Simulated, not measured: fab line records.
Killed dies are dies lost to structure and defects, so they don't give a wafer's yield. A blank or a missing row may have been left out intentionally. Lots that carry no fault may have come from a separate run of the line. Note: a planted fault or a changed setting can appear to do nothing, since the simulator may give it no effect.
fab line records	flow sky130
record: lots: 24	wafers: 72	lastDay: 50
route steps=708 shown VIA1@480 VIA2@531 VIA3@585
lots untouched by any fault: they come from a run of this same line in which no faults occurred
startH: start of the lot's first displayed wafer, in hours after the record's first day	waitH: how many hours have passed since the lot's step before this one	" same as the row above	L1.1+2: several wafers, shown together as one row	- value missing, or start not given	* or withheld: withheld	< > ~ a bound
route shown NAME@n: a module of which the file shows steps, and the number in the route of the first	usual: mean and standard deviation over wafers with no fault	same: alike in all rows	chamber/n: place in a boat	sites: readings site by site	_std_site: the standard deviation of these	_edge_site: outer sites' mean less inner sites'	radiusMm: for every site, how far away it sits from the centre of the wafer	mask NAME#n: copy n	behind: the last tool/chamber to shape the wafer	hold: cause of the lot's hold/its duration in hours/its outcome	device: which transistor (n, p or np) failed to switch	end of line: the tests these same wafers got at the end of their route	step lacking rows: just its recipe	killed: not the wafer's yield, but the dies lost to structure and defects at the first sort	map: shows each die of a wafer: x if killed, . if not, _ if none is there
set.NAME: the run value of the setting; set.NAME@STEP: its run value at that earlier step	model.NAME: the simulator's own value behind a step, which no gauge read
a sample of lots followed through the steps of the route, with each step as a table and each wafer as a row
services: from which hour (startH, from the record's first day; less than 0 if before it) a tool's chamber was out of use, for how many hours, and why
== steps ==
step: SKY_VIA1_RS_MEAS_22
recipe: thkMeasGauge: four-point-probe	reads: W_of_VIA1_CVD_21+TiN_of_VIA1_SPUTTER_20
usual: VIA1_W_RS: 0.436/0.0047
lot.wafer	tool	chamber	startH	waitH	VIA1_W_RS[ohm/sq]
L074.2	filmMetro-02	-	783.01	0.1	0.433
L074.4	"	-	"	"	0.432
L074.5	"	-	"	"	0.431
L075.2	filmMetro-01	-	801.63	0.1	0.437
L075.3	"	-	"	"	0.440
L075.5	"	-	"	"	0.439
L076.3	filmMetro-04	-	803.08	0.1	0.438
L076.4	"	-	"	"	0.438
L076.6	"	-	"	"	0.445
L077.1	filmMetro-01	-	807.72	0.1	0.428
L077.2	"	-	"	"	0.425
L077.6	"	-	"	"	0.426
L078.1	filmMetro-02	-	815.31	0.1	0.436
L078.2	"	-	"	"	0.438
L078.3	"	-	"	"	0.434
L079.3	filmMetro-01	-	829.56	0.1	0.440
L079.4	"	-	"	"	0.429
L079.5	"	-	"	"	0.439
L080.2	filmMetro-01	-	840.81	0.1	0.431
L080.4	"	-	"	"	0.434
L080.6	"	-	"	"	0.440
L081.2	filmMetro-01	-	849.31	0.1	0.438
L081.3	"	-	"	"	0.440
L081.4	"	-	"	"	0.440
L082.2	filmMetro-04	-	858.36	0.1	0.438
L082.3	"	-	"	"	0.431
L082.4	"	-	"	"	0.435
L084.1	filmMetro-01	-	866.38	0.1	0.437
L084.3	"	-	"	"	0.439
L084.4	"	-	"	"	0.440
L083.1	filmMetro-04	-	868.02	0.1	0.443
L083.4	"	-	"	"	0.442
L083.5	"	-	"	"	0.440
L085.1	filmMetro-01	-	879.67	0.2	0.436
L085.2	"	-	"	"	0.434
L085.4	"	-	"	"	0.432
L086.2	filmMetro-01	-	886.22	0.1	0.436
L086.3	"	-	"	"	0.437
L086.6	"	-	"	"	0.441
L087.1	filmMetro-04	-	894.08	0.1	0.442
L087.3	"	-	"	"	0.437
L087.6	"	-	"	"	0.439
L089.1	filmMetro-01	-	902.00	0.1	0.438
L089.5	"	-	"	"	0.434
L089.6	"	-	"	"	0.440
L088.3	filmMetro-02	-	902.71	0.1	0.440
L088.5	"	-	"	"	0.438
L088.6	"	-	"	"	0.430
L090.1	filmMetro-04	-	910.90	0.1	0.441
L090.5	"	-	"	"	0.440
L090.6	"	-	"	"	0.441
L091.2	filmMetro-04	-	915.02	0.1	0.436
L091.4	"	-	"	"	0.432
L091.6	"	-	"	"	0.439
L092.1	filmMetro-04	-	928.01	0.1	0.439
L092.4	"	-	"	"	0.435
L092.5	"	-	"	"	0.439
L093.1	filmMetro-02	-	931.39	0.1	0.435
L093.2	"	-	"	"	0.441
L093.3	"	-	"	"	0.431
L094.1	filmMetro-02	-	937.93	0.1	0.442
L094.2	"	-	"	"	0.436
L094.4	"	-	"	"	0.439
L095.1	filmMetro-04	-	944.19	0.1	0.435
L095.2	"	-	"	"	0.437
L095.6	"	-	"	"	0.440
L096.1	filmMetro-04	-	948.28	0.1	0.438
L096.4	"	-	"	"	0.442
L096.6	"	-	"	"	0.437
L097.2	filmMetro-04	-	952.81	0.1	0.424
L097.5	"	-	"	"	0.428
L097.6	"	-	"	"	0.429
step: SKY_VIA1_THK_MEAS_23
recipe: thkMeasGauge: xrf	reads: W_of_VIA1_CVD_21
usual: VIA1_W_THK: 264/3.4
lot.wafer	tool	chamber	startH	waitH	VIA1_W_THK[nm]
L074.2	filmMetro-02	-	783.12	0.1	261
L074.4	"	-	"	"	263
L074.5	"	-	"	"	262
L075.2	filmMetro-01	-	801.74	0.1	264
L075.3	"	-	"	"	262
L075.5	"	-	"	"	262
L076.3	filmMetro-04	-	803.18	0.1	263
L076.4	"	-	"	"	263
L076.6	"	-	"	"	257
L077.1	filmMetro-01	-	807.84	0.1	268
L077.2	"	-	"	"	273
L077.6	"	-	"	"	271
L078.1	filmMetro-02	-	815.43	0.1	262
L078.2	"	-	"	"	260
L078.3	"	-	"	"	263
L079.3	filmMetro-01	-	829.66	0.1	263
L079.4	"	-	"	"	270
L079.5	"	-	"	"	263
L080.2	filmMetro-01	-	840.92	0.1	270
L080.4	"	-	"	"	268
L080.6	"	-	"	"	265
L081.2	filmMetro-01	-	849.42	0.1	265
L081.3	"	-	"	"	266
L081.4	"	-	"	"	266
L082.2	filmMetro-04	-	858.47	0.1	259
L082.3	"	-	"	"	265
L082.4	"	-	"	"	261
L084.1	filmMetro-01	-	866.50	0.1	265
L084.3	"	-	"	"	265
L084.4	"	-	"	"	264
L083.1	filmMetro-04	-	868.14	0.1	260
L083.4	"	-	"	"	260
L083.5	"	-	"	"	261
L085.1	filmMetro-01	-	879.79	0.1	266
L085.2	"	-	"	"	266
L085.4	"	-	"	"	268
L086.2	filmMetro-01	-	886.33	0.1	266
L086.3	"	-	"	"	265
L086.6	"	-	"	"	263
L087.1	filmMetro-04	-	894.20	0.1	261
L087.3	"	-	"	"	263
L087.6	"	-	"	"	262
L089.1	filmMetro-01	-	902.12	0.1	264
L089.5	"	-	"	"	264
L089.6	"	-	"	"	261
L088.3	filmMetro-02	-	902.81	0.1	258
L088.5	"	-	"	"	258
L088.6	"	-	"	"	264
L090.1	filmMetro-04	-	911.02	0.1	259
L090.5	"	-	"	"	260
L090.6	"	-	"	"	262
L091.2	filmMetro-04	-	915.13	0.1	264
L091.4	"	-	"	"	268
L091.6	"	-	"	"	263
L092.1	filmMetro-04	-	928.13	0.1	264
L092.4	"	-	"	"	265
L092.5	"	-	"	"	262
L093.1	filmMetro-02	-	931.51	0.1	261
L093.2	"	-	"	"	258
L093.3	"	-	"	"	265
L094.1	filmMetro-02	-	938.05	0.1	260
L094.2	"	-	"	"	261
L094.4	"	-	"	"	259
L095.1	filmMetro-04	-	944.31	0.1	264
L095.2	"	-	"	"	262
L095.6	"	-	"	"	261
L096.1	filmMetro-04	-	948.40	0.1	262
L096.4	"	-	"	"	260
L096.6	"	-	"	"	261
L097.2	filmMetro-04	-	952.92	0.1	270
L097.5	"	-	"	"	268
L097.6	"	-	"	"	268
step: SKY_VIA1_CMP_24
recipe: stopOn: SiO2	tOverpolishS: 15	downForcePsi: 3.5	platenRpm: 60	targetThkNm: 0	padVelocityMS: 0.94248
usual: motorCurrentA: 11.4/0.84	overpolishRunS: 14.999/0.0091	timeToEndpointS: 64.7/2.5
lot.wafer	tool	chamber	startH	waitH	motorCurrentA	overpolishRunS	timeToEndpointS
L074.2	cmp-01	3	783.22	0.1	10.9	14.996	67.2
L074.4	"	1	"	"	11.5	15.006	64.0
L074.5	"	3	"	"	11.4	15.006	66.6
L075.3	cmp-01	1	802.24	0.5	12.1	14.998	64.1
L075.2	"	2	"	"	10.9	14.995	63.3
L075.5	"	1	"	"	12.8	15.000	63.6
L076.4	cmp-02	0	803.44	0.2	10.6	14.994	61.7
L076.3	"	1	"	"	10.3	14.990	66.7
L076.6	"	0	"	"	11.2	15.007	63.6
L077.2	cmp-02	2	807.95	0.1	11.4	15.001	68.7
L077.1	"	0	"	"	11.3	14.997	64.6
L077.6	"	2	"	"	11.3	15.013	70.0
L078.3	cmp-02	0	815.49	0.0	11.2	15.006	63.9
L078.2	"	1	"	"	10.5	14.981	66.2
L078.1	"	3	"	"	12.0	14.999	65.4
L079.3	cmp-01	2	829.70	0.0	10.2	14.991	59.8
L079.4	"	0	"	"	13.0	14.992	63.2
L079.5	"	2	"	"	10.6	14.990	62.6
L080.2	cmp-01	1	840.97	0.0	12.6	15.005	62.8
L080.4	"	3	"	"	10.8	14.987	66.7
L080.6	"	1	"	"	12.0	15.002	60.4
L081.3	cmp-01	1	849.47	0.0	12.7	14.993	60.1
L081.2	"	2	"	"	10.4	14.992	60.2
L081.4	"	0	"	"	11.8	15.016	61.7
L082.2	cmp-02	1	858.69	0.2	10.5	14.999	66.5
L082.3	"	3	"	"	12.6	15.002	66.8
L082.4	"	0	"	"	11.7	14.994	63.3
L084.4	cmp-02	3	866.56	0.0	12.1	15.003	65.5
L084.3	"	0	"	"	10.7	15.000	64.0
L084.1	"	1	"	"	10.1	15.007	66.1
L083.1	cmp-02	1	868.30	0.1	10.2	14.995	69.2
L083.4	"	2	"	"	10.6	15.005	67.3
L083.5	"	3	"	"	12.6	15.002	65.1
L085.1	cmp-01	0	879.85	0.1	12.0	15.016	67.8
L085.4	"	1	"	"	11.8	14.989	61.8
L085.2	"	3	"	"	10.8	15.010	64.2
L086.3	cmp-02	0	886.55	0.2	11.4	15.006	61.6
L086.2	"	1	"	"	10.7	15.002	64.3
L086.6	"	3	"	"	12.2	14.987	65.8
L087.1	cmp-02	2	894.36	0.1	10.9	14.980	64.2
L087.3	"	3	"	"	12.0	14.999	66.4
L087.6	"	1	"	"	9.9	15.007	63.1
L089.1	cmp-02	3	902.23	0.1	12.5	15.010	67.2
L089.6	"	2	"	"	11.0	14.994	65.5
L089.5	"	3	"	"	12.6	14.978	66.1
L088.3	cmp-02	3	902.85	0.0	11.7	14.994	66.4
L088.5	"	3	"	"	12.7	15.005	66.2
L088.6	"	0	"	"	11.3	15.001	64.7
L090.1	cmp-01	0	911.13	0.1	12.3	15.013	65.5
L090.6	"	3	"	"	10.8	14.980	63.6
L090.5	"	0	"	"	12.1	14.998	60.4
L091.4	cmp-01	0	915.34	0.2	12.4	15.016	60.8
L091.2	"	1	"	"	12.6	14.990	62.5
L091.6	"	0	"	"	13.2	15.012	59.9
L092.1	cmp-02	0	928.19	0.1	11.7	14.991	65.0
L092.4	"	2	"	"	11.3	14.996	67.0
L092.5	"	0	"	"	10.7	14.993	63.8
L093.2	cmp-02	0	931.57	0.0	10.3	15.009	67.4
L093.1	"	2	"	"	10.9	15.007	66.8
L093.3	"	3	"	"	12.4	14.998	68.5
L094.2	cmp-01	0	938.16	0.1	12.6	15.011	62.5
L094.4	"	1	"	"	11.3	14.996	59.6
L094.1	"	2	"	"	11.4	15.015	64.4
L095.1	cmp-01	1	944.42	0.1	12.8	14.991	62.3
L095.2	"	3	"	"	10.7	15.003	63.4
L095.6	"	1	"	"	12.0	15.016	60.5
L096.4	cmp-02	0	948.51	0.1	11.2	15.012	65.5
L096.1	"	1	"	"	10.8	15.005	67.7
L096.6	"	3	"	"	11.9	15.004	66.5
L097.2	cmp-02	1	953.12	0.2	9.8	14.997	66.1
L097.5	"	2	"	"	10.7	15.003	68.7
L097.6	"	3	"	"	12.5	14.996	65.4
step: SKY_VIA2_CMP_24
recipe: stopOn: SiO2	tOverpolishS: 20	downForcePsi: 3.5	platenRpm: 60	targetThkNm: 0	padVelocityMS: 0.94248
usual: motorCurrentA: 11.4/0.8	overpolishRunS: 19.999/0.0099	timeToEndpointS: 101/3.5
lot.wafer	tool	chamber	startH	waitH	motorCurrentA	overpolishRunS	timeToEndpointS
L074.2	cmp-02	2	839.17	0.1	10.7	20.010	101
L074.4	"	3	"	"	12.3	19.992	104
L074.5	"	1	"	"	10.5	20.020	103
L075.2	cmp-02	1	857.68	0.3	9.8	19.999	106
L075.3	"	2	"	"	10.3	20.018	104
L075.5	"	0	"	"	11.3	20.000	106
L076.4	cmp-02	3	860.02	0.0	12.0	20.002	106
L076.3	"	1	"	"	9.9	20.004	99
L076.6	"	3	"	"	12.2	19.989	102
L077.1	cmp-02	1	863.54	0.6	10.4	19.980	104
L077.2	"	2	"	"	10.9	19.999	108
L077.6	"	2	"	"	10.7	19.989	107
L078.2	cmp-02	1	870.67	0.0	10.3	19.994	107
L078.1	"	2	"	"	10.9	19.997	104
L078.3	"	0	"	"	11.3	20.011	99
L079.4	cmp-01	3	884.49	0.1	11.5	20.011	98
L079.3	"	2	"	"	10.7	20.009	97
L079.5	"	3	"	"	11.5	19.994	96
L080.4	cmp-02	1	895.72	0.1	10.6	19.990	106
L080.2	"	2	"	"	10.7	19.998	106
L080.6	"	1	"	"	9.9	19.992	107
L081.2	cmp-01	2	903.77	0.0	10.4	19.983	100
L081.4	"	3	"	"	10.5	19.991	100
L081.3	"	1	"	"	12.6	19.994	97
L082.4	cmp-01	1	913.28	0.0	12.3	20.006	96
L082.2	"	2	"	"	11.1	19.999	100
L082.3	"	0	"	"	13.2	19.990	95
L084.3	cmp-01	0	920.43	0.0	12.1	20.011	103
L084.1	"	2	"	"	10.7	19.999	101
L084.4	"	3	"	"	11.2	20.005	101
L083.1	cmp-01	0	923.01	0.1	12.2	19.994	101
L083.4	"	1	"	"	12.1	19.991	97
L083.5	"	2	"	"	10.7	20.015	101
L085.4	cmp-02	3	933.18	0.0	12.4	20.003	101
L085.2	"	0	"	"	11.0	19.992	100
L085.1	"	2	"	"	11.4	20.013	98
L086.3	cmp-01	0	941.21	0.1	12.2	20.008	96
L086.2	"	1	"	"	12.2	19.994	97
L086.6	"	3	"	"	10.8	20.014	98
L087.1	cmp-01	0	947.00	0.1	12.1	19.993	104
L087.3	"	1	"	"	12.1	20.003	101
L087.6	"	0	"	"	12.0	20.006	103
L089.1	cmp-01	3	955.17	0.1	11.0	20.010	103
L089.6	"	1	"	"	12.5	20.001	100
L089.5	"	2	"	"	10.2	20.005	102
L088.3	cmp-01	2	956.32	0.3	10.7	20.001	102
L088.6	"	2	"	"	11.3	19.990	99
L088.5	"	3	"	"	10.7	20.011	105
L090.1	cmp-01	2	965.42	0.6	10.5	20.005	105
L090.5	"	0	"	"	12.5	20.001	101
L090.6	"	1	"	"	11.7	19.998	98
L091.4	cmp-02	3	968.22	0.1	12.6	19.999	100
L091.2	"	1	"	"	10.7	20.008	96
L091.6	"	2	"	"	11.4	20.004	100
L092.1	cmp-02	3	980.05	0.1	12.5	19.996	103
L092.4	"	0	"	"	10.7	20.007	99
L092.5	"	1	"	"	10.5	20.005	99
L093.3	cmp-01	2	983.36	0.1	10.7	20.007	97
L093.1	"	3	"	"	10.7	19.992	95
L093.2	"	0	"	"	12.5	19.999	100
L094.1	cmp-01	0	990.49	0.1	12.1	19.992	107
L094.2	"	1	"	"	12.7	19.999	102
L094.4	"	2	"	"	10.8	20.002	102
L095.1	cmp-01	3	995.84	0.1	10.0	20.013	95
L095.2	"	1	"	"	11.7	19.996	98
L095.6	"	3	"	"	10.6	19.992	100
L096.4	cmp-02	1	999.65	0.1	11.0	19.995	101
L096.1	"	0	"	"	11.0	20.000	97
L096.6	"	1	"	"	10.2	20.010	100
L097.2	cmp-01	1	1003.61	0.2	11.5	20.009	93
L097.6	"	2	"	"	11.0	19.984	93
L097.5	"	3	"	"	11.0	19.997	95
step: SKY_VIA3_CD_MEAS_12
recipe: targetCdNm: 200
usual: cdNm: 200.3/1.1
lot.wafer	tool	chamber	startH	waitH	cdNm
L074.2	cdSem-01	-	918.41	-	201.4
L074.4	"	-	"	"	200.3
L074.5	"	-	"	"	202.3
L075.2	cdSem-01	-	937.79	-	199.9
L075.3	"	-	"	"	200.0
L075.5	"	-	"	"	201.6
L076.3	cdSem-01	-	939.38	-	200.7
L076.4	"	-	"	"	203.0
L076.6	"	-	"	"	202.1
L077.1	cdSem-01	-	942.76	-	200.7
L077.2	"	-	"	"	199.6
L077.6	"	-	"	"	200.3
L078.1	cdSem-01	-	948.94	-	202.2
L078.2	"	-	"	"	201.6
L078.3	"	-	"	"	201.4
L079.3	cdSem-02	-	962.70	-	200.7
L079.4	"	-	"	"	199.4
L079.5	"	-	"	"	201.7
L080.2	cdSem-02	-	973.34	-	199.9
L080.4	"	-	"	"	199.1
L080.6	"	-	"	"	200.0
L081.2	cdSem-02	-	980.98	-	202.1
L081.3	"	-	"	"	202.8
L081.4	"	-	"	"	202.5
L082.2	cdSem-02	-	989.89	-	201.7
L082.3	"	-	"	"	201.6
L082.4	"	-	"	"	200.9
L084.1	cdSem-01	-	997.01	-	197.9
L084.3	"	-	"	"	197.9
L084.4	"	-	"	"	198.9
L083.1	cdSem-02	-	998.72	-	200.1
L083.4	"	-	"	"	200.3
L083.5	"	-	"	"	199.9
L085.1	cdSem-02	-	1007.31	-	201.1
L085.2	"	-	"	"	199.4
L085.4	"	-	"	"	199.0
L086.2	cdSem-02	-	1015.23	-	199.6
L086.3	"	-	"	"	200.3
L086.6	"	-	"	"	200.5
L087.1	cdSem-02	-	1020.77	-	198.7
L087.3	"	-	"	"	199.4
L087.6	"	-	"	"	198.0
L089.1	cdSem-01	-	1027.62	-	200.3
L089.5	"	-	"	"	200.1
L089.6	"	-	"	"	199.9
L088.3	cdSem-02	-	1029.61	-	200.8
L088.5	"	-	"	"	199.9
L088.6	"	-	"	"	200.3
L090.1	cdSem-02	-	1038.11	-	199.7
L090.5	"	-	"	"	200.4
L090.6	"	-	"	"	199.9
L091.2	cdSem-01	-	1041.09	-	200.5
L091.4	"	-	"	"	200.3
L091.6	"	-	"	"	199.5
L092.1	cdSem-01	-	1052.19	-	198.9
L092.4	"	-	"	"	199.7
L092.5	"	-	"	"	200.2
L093.1	cdSem-01	-	1054.36	-	199.7
L093.2	"	-	"	"	199.3
L093.3	"	-	"	"	200.5
L094.1	cdSem-01	-	1061.87	-	199.3
L094.2	"	-	"	"	199.1
L094.4	"	-	"	"	199.6
L095.1	cdSem-01	-	1065.57	-	201.0
L095.2	"	-	"	"	200.0
L095.6	"	-	"	"	199.6
L096.1	cdSem-01	-	1068.92	-	200.1
L096.4	"	-	"	"	201.5
L096.6	"	-	"	"	200.2
L097.2	cdSem-02	-	1072.63	-	201.2
L097.5	"	-	"	"	199.8
L097.6	"	-	"	"	201.9
step: SKY_VIA3_THK_MEAS_23
recipe: thkMeasGauge: xrf	reads: W_of_VIA3_CVD_21
usual: VIA3_W_THK: 387/5.4
lot.wafer	tool	chamber	startH	waitH	VIA3_W_THK[nm]
L074.2	filmMetro-04	-	919.59	0.1	395
L074.4	"	-	"	"	400
L074.5	"	-	"	"	393
L075.2	filmMetro-02	-	939.03	0.1	385
L075.3	"	-	"	"	383
L075.5	"	-	"	"	385
L076.3	filmMetro-02	-	940.51	0.1	384
L076.4	"	-	"	"	386
L076.6	"	-	"	"	381
L077.1	filmMetro-02	-	943.97	0.1	384
L077.2	"	-	"	"	388
L077.6	"	-	"	"	388
L078.1	filmMetro-02	-	950.09	0.1	380
L078.2	"	-	"	"	389
L078.3	"	-	"	"	385
L079.3	filmMetro-01	-	963.84	0.1	389
L079.4	"	-	"	"	393
L079.5	"	-	"	"	392
L080.2	filmMetro-04	-	974.58	0.1	386
L080.4	"	-	"	"	383
L080.6	"	-	"	"	388
L081.2	filmMetro-01	-	982.56	0.1	391
L081.3	"	-	"	"	390
L081.4	"	-	"	"	387
L082.2	filmMetro-04	-	991.04	0.1	396
L082.3	"	-	"	"	390
L082.4	"	-	"	"	389
L084.1	filmMetro-04	-	998.29	0.1	388
L084.3	"	-	"	"	392
L084.4	"	-	"	"	394
L083.1	filmMetro-04	-	999.91	0.1	387
L083.4	"	-	"	"	386
L083.5	"	-	"	"	384
L085.1	filmMetro-02	-	1008.46	0.1	382
L085.2	"	-	"	"	383
L085.4	"	-	"	"	389
L086.2	filmMetro-04	-	1016.40	0.1	390
L086.3	"	-	"	"	390
L086.6	"	-	"	"	389
L087.1	filmMetro-01	-	1022.01	0.1	397
L087.3	"	-	"	"	390
L087.6	"	-	"	"	388
L089.1	filmMetro-01	-	1028.79	0.1	391
L089.5	"	-	"	"	382
L089.6	"	-	"	"	391
L088.3	filmMetro-02	-	1030.81	0.1	391
L088.5	"	-	"	"	389
L088.6	"	-	"	"	393
L090.1	filmMetro-02	-	1039.64	0.1	378
L090.5	"	-	"	"	377
L090.6	"	-	"	"	372
L091.2	filmMetro-04	-	1042.31	0.1	394
L091.4	"	-	"	"	392
L091.6	"	-	"	"	387
L092.1	filmMetro-02	-	1053.75	0.1	383
L092.4	"	-	"	"	371
L092.5	"	-	"	"	381
L093.1	filmMetro-04	-	1055.92	0.1	400
L093.2	"	-	"	"	393
L093.3	"	-	"	"	397
L094.1	filmMetro-01	-	1063.03	0.1	386
L094.2	"	-	"	"	388
L094.4	"	-	"	"	391
L095.1	filmMetro-01	-	1066.73	0.1	387
L095.2	"	-	"	"	389
L095.6	"	-	"	"	390
L096.1	filmMetro-04	-	1070.12	0.1	386
L096.4	"	-	"	"	381
L096.6	"	-	"	"	384
L097.2	filmMetro-02	-	1073.77	0.1	386
L097.5	"	-	"	"	380
L097.6	"	-	"	"	386
== services ==
tool	chamber	startH	hours	kind
cmp-02	-	766.65	3.1	repair
cmp-01	-	787.43	3.0	repair
cmp-02	-	801.57	0.9	repair
cmp-01	-	852.17	13.3	pm
cmp-02	-	912.00	4.0	pm
cmp-01	-	915.66	0.9	repair
cmp-02	-	916.00	-	consumableReplace:conditioner
cmp-02	-	916.00	-	consumableReplace:pad
cmp-02	-	932.20	0.3	repair
cmp-02	-	953.90	5.0	pm
cmp-02	-	963.25	2.3	repair
cmp-01	-	972.18	6.4	pm
cmp-01	-	992.53	2.1	repair
== key ==
fault none
